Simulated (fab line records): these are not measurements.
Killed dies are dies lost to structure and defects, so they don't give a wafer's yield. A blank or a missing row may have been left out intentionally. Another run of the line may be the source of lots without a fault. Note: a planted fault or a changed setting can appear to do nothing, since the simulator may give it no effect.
Which tool did it? + flow sky130 + 14 lots with 42 wafers sampled at 4 steps, on a route of 708 steps

## WHAT EACH GAUGE READ, for each wafer
The record lacks any reading of a measuring or inspecting step that a usual standard deviation could be used to judge.

## TOOL THAT RAN EACH LOT (tool first, then ch and the chambers of the sampled wafers, then the start)
| lot  | SKY_VIA1_STRIP_16                    | SKY_VIA1_CMP_24               | SKY_METAL2_DESCUM_17              | SKY_METAL5_DEVELOP_13             |
|------|--------------------------------------|-------------------------------|-----------------------------------|-----------------------------------|
| L236 | plasma-asher-01 ch 0, day 34 22:55   | cmp-01 ch 0,2, day 34 23:54   | rie-metal-04 ch 0,1, day 36 02:31 | litho-track-04 ch 0, day 44 18:36 |
| L238 | plasma-asher-02 ch 0,1, day 35 06:13 | cmp-02 ch 0,2,3, day 35 07:09 | rie-metal-04 ch 0,1, day 36 10:41 | litho-track-02 ch 0, day 44 23:14 |
| L239 | plasma-asher-02 ch 0,1, day 35 11:29 | cmp-01 ch 0,1, day 35 12:49   | rie-metal-03 ch 0,1, day 36 15:52 | litho-track-02, day 45 06:19      |
| L240 | plasma-asher-01 ch 0,1, day 35 22:43 | cmp-01 ch 1,2,3, day 35 23:49 | rie-metal-03 ch 0,1, day 37 02:23 | litho-track-04, day 45 12:00      |
| L242 | plasma-asher-02 ch 0,1, day 36 11:07 | cmp-01 ch 1,2, day 36 12:19   | rie-metal-04 ch 1, day 37 14:37   | litho-track-02 ch 0, day 46 01:35 |
| L248 | plasma-asher-02 ch 0,1, day 38 01:10 | cmp-02 ch 1,2,3, day 38 02:16 | rie-metal-03 ch 0,1, day 39 04:16 | litho-track-03 ch 0, day 47 07:17 |
| L249 | plasma-asher-02 ch 0,1, day 38 13:24 | cmp-02 ch 0,2,3, day 38 14:22 | rie-metal-04 ch 0,1, day 39 15:46 | litho-track-04 ch 0, day 47 16:11 |
| L250 | plasma-asher-01 ch 1, day 38 17:54   | cmp-02 ch 0,1, day 38 18:50   | rie-metal-01 ch 0,1, day 39 20:55 | litho-track-02 ch 0, day 47 21:26 |
| L251 | plasma-asher-01 ch 0,1, day 39 00:24 | cmp-02 ch 0,1,3, day 39 01:41 | rie-metal-01 ch 0,1, day 40 03:20 | litho-track-02 ch 0, day 48 02:52 |
| L252 | plasma-asher-01 ch 0,1, day 39 05:58 | cmp-01 ch 0,3, day 39 06:59   | rie-metal-03 ch 0,1, day 40 08:34 | litho-track-04 ch 0, day 48 07:57 |
| L254 | plasma-asher-01 ch 0,1, day 39 22:23 | cmp-01 ch 1,2,3, day 39 23:22 | rie-metal-04 ch 0,1, day 41 01:01 | litho-track-04 ch 0, day 48 18:17 |
| L255 | plasma-asher-01 ch 0,1, day 40 05:32 | cmp-01 ch 0,2,3, day 40 06:33 | rie-metal-01 ch 0,1, day 41 07:07 | litho-track-03 ch 0, day 48 22:10 |
| L256 | plasma-asher-01 ch 0,1, day 40 16:56 | cmp-01 ch 1,2, day 40 17:59   | rie-metal-04 ch 0,1, day 41 19:11 | litho-track-03 ch 0, day 49 09:05 |
| L257 | plasma-asher-04 ch 0,1, day 40 19:38 | cmp-02 ch 0,1,3, day 40 20:40 | rie-metal-04 ch 0,1, day 41 21:53 | litho-track-04 ch 0, day 49 10:17 |
- SKY_VIA1_STRIP_16: strips in O2/N2.
- SKY_VIA1_CMP_24: polishes, stops on SiO2, t overpolish 15 s, target thk 0 nm.
- SKY_METAL2_DESCUM_17: chemistry O2, time 8 s.
- SKY_METAL5_DEVELOP_13: develop time 60 s.

## AS READ BY THE TOOLS THEMSELVES (means over the sampled wafers that have a number; for cases with no such wafer, the mark the record gives instead)
SKY_VIA1_STRIP_16. Usual: drypump-motor-current-A 5.6 A, standard deviation 0.39; oes-product-au 0.417 a.u., standard deviation 0.0046; strip-time-to-endpoint-s 4.474 s, standard deviation 0.02.
| lot  | tool            | drypump-motor-current-A (A) | oes-product-au (a.u.) | strip-time-to-endpoint-s (s) | flag |
|------|-----------------|-----------------------------|-----------------------|------------------------------|------|
| L236 | plasma-asher-01 | 5.2                         | 0.419                 | 4.463                        |      |
| L238 | plasma-asher-02 | 5.8                         | 0.417                 | 4.447                        |      |
| L239 | plasma-asher-02 | 6.0                         | 0.418                 | 4.507                        |      |
| L240 | plasma-asher-01 | 5.5                         | 0.413                 | 4.499                        |      |
| L242 | plasma-asher-02 | 5.8                         | 0.412                 | 4.494                        |      |
| L248 | plasma-asher-02 | 5.8                         | 0.415                 | 4.470                        |      |
| L249 | plasma-asher-02 | 6.0                         | 0.415                 | 4.477                        |      |
| L250 | plasma-asher-01 | 5.7                         | 0.423                 | 4.467                        |      |
| L251 | plasma-asher-01 | 5.4                         | 0.421                 | 4.490                        |      |
| L252 | plasma-asher-01 | 5.5                         | 0.417                 | 4.456                        |      |
| L254 | plasma-asher-01 | 5.3                         | 0.420                 | 4.493                        |      |
| L255 | plasma-asher-01 | 5.3                         | 0.418                 | 4.493                        |      |
| L256 | plasma-asher-01 | 5.5                         | 0.418                 | 4.458                        |      |
| L257 | plasma-asher-04 | 5.6                         | 0.416                 | 4.502                        |      |

SKY_VIA1_CMP_24. Usual: motor-current-A 11.4 A, standard deviation 1; overpolish-run-s 15.000 s, standard deviation 0.0088; time-to-endpoint-s 68 s, standard deviation 4.6.
| lot  | tool   | motor-current-A (A) | overpolish-run-s (s) | time-to-endpoint-s (s) | flag |
|------|--------|---------------------|----------------------|------------------------|------|
| L236 | cmp-01 | 11.8                | 15.010               | 74                     |      |
| L238 | cmp-02 | 10.7                | 15.003               | 69                     |      |
| L239 | cmp-01 | 12.0                | 15.005               | 68                     |      |
| L240 | cmp-01 | 12.0                | 15.000               | 66                     |      |
| L242 | cmp-01 | 11.2                | 14.996               | 67                     |      |
| L248 | cmp-02 | 10.1                | 15.003               | 71                     |      |
| L249 | cmp-02 | 10.5                | 14.996               | 73                     |      |
| L250 | cmp-02 | 11.6                | 14.990               | 64                     |      |
| L251 | cmp-02 | 10.8                | 14.999               | 68                     |      |
| L252 | cmp-01 | 12.2                | 14.994               | 67                     |      |
| L254 | cmp-01 | 11.8                | 15.000               | 68                     |      |
| L255 | cmp-01 | 11.8                | 15.004               | 70                     |      |
| L256 | cmp-01 | 11.9                | 15.000               | 70                     |      |
| L257 | cmp-02 | 10.9                | 14.999               | 70                     |      |

SKY_METAL2_DESCUM_17. Usual: drypump-motor-current-A 5.8 A, standard deviation 0.43; he-backside-leak-sccm 3.39 sccm, standard deviation 0.3; oes-product-au 1.000 a.u., standard deviation 0.011.
| lot  | tool         | drypump-motor-current-A (A) | he-backside-leak-sccm (sccm) | oes-product-au (a.u.) | flag |
|------|--------------|-----------------------------|------------------------------|-----------------------|------|
| L236 | rie-metal-04 | 6.2                         | 3.56                         | 0.988                 |      |
| L238 | rie-metal-04 | 5.9                         | 3.51                         | 0.999                 |      |
| L239 | rie-metal-03 | 5.9                         | 3.36                         | 1.009                 |      |
| L240 | rie-metal-03 | 5.7                         | 3.54                         | 1.002                 |      |
| L242 | rie-metal-04 | 5.7                         | 3.30                         | 0.994                 |      |
| L248 | rie-metal-03 | 5.7                         | 3.48                         | 1.001                 |      |
| L249 | rie-metal-04 | 6.2                         | 3.56                         | 0.995                 |      |
| L250 | rie-metal-01 | 5.5                         | 3.12                         | 1.005                 |      |
| L251 | rie-metal-01 | 5.4                         | 3.21                         | 0.998                 |      |
| L252 | rie-metal-03 | 5.9                         | 3.42                         | 1.009                 |      |
| L254 | rie-metal-04 | 5.9                         | 3.34                         | 1.001                 |      |
| L255 | rie-metal-01 | 5.4                         | 3.23                         | 0.994                 |      |
| L256 | rie-metal-04 | 6.2                         | 3.47                         | 0.990                 |      |
| L257 | rie-metal-04 | 6.2                         | 3.43                         | 0.998                 |      |

SKY_METAL5_DEVELOP_13. Usual: chill-plate-temp-C reads 23.00 C (standard deviation 0.099).
| lot  | tool           | chill-plate-temp-C (C) | flag |
|------|----------------|------------------------|------|
| L236 | litho-track-04 | 22.99                  |      |
| L238 | litho-track-02 | 22.94                  |      |
| L239 | litho-track-02 | -                      | OFF  |
| L240 | litho-track-04 | -                      | OFF  |
| L242 | litho-track-02 | 23.08                  |      |
| L248 | litho-track-03 | 23.11                  |      |
| L249 | litho-track-04 | 22.88                  |      |
| L250 | litho-track-02 | 22.98                  |      |
| L251 | litho-track-02 | 23.01                  |      |
| L252 | litho-track-04 | 22.91                  |      |
| L254 | litho-track-04 | 22.96                  |      |
| L255 | litho-track-03 | 22.96                  |      |
| L256 | litho-track-03 | 22.91                  |      |
| L257 | litho-track-04 | 23.09                  |      |

## THE ANSWER, worked out from the rows above alone
Rule: take the mean of a lot's wafers that have a number; if it is more than 3 standard deviations from the usual mean, the lot is off. A lot without any number at a reading at which 4 lots or more have one is off too. The other lots that the step has rows for count as sound. The gauges are gone through in route order, then the tools' own readings, and for those a lot's mean is taken as printed above. At the first step where some lot is off, the reading lying furthest off is the one used; lots without a number count as furthest.
Off at SKY_METAL5_DEVELOP_13 (chill-plate-temp-C): L239, L240. Without a number there: L239, L240.
A tool fits if, at that step or a process step before it, it ran every lot that is off, and no sound lot after the first of them. Of those tried, none fits.

## WHAT THE SIMULATOR PUT IN
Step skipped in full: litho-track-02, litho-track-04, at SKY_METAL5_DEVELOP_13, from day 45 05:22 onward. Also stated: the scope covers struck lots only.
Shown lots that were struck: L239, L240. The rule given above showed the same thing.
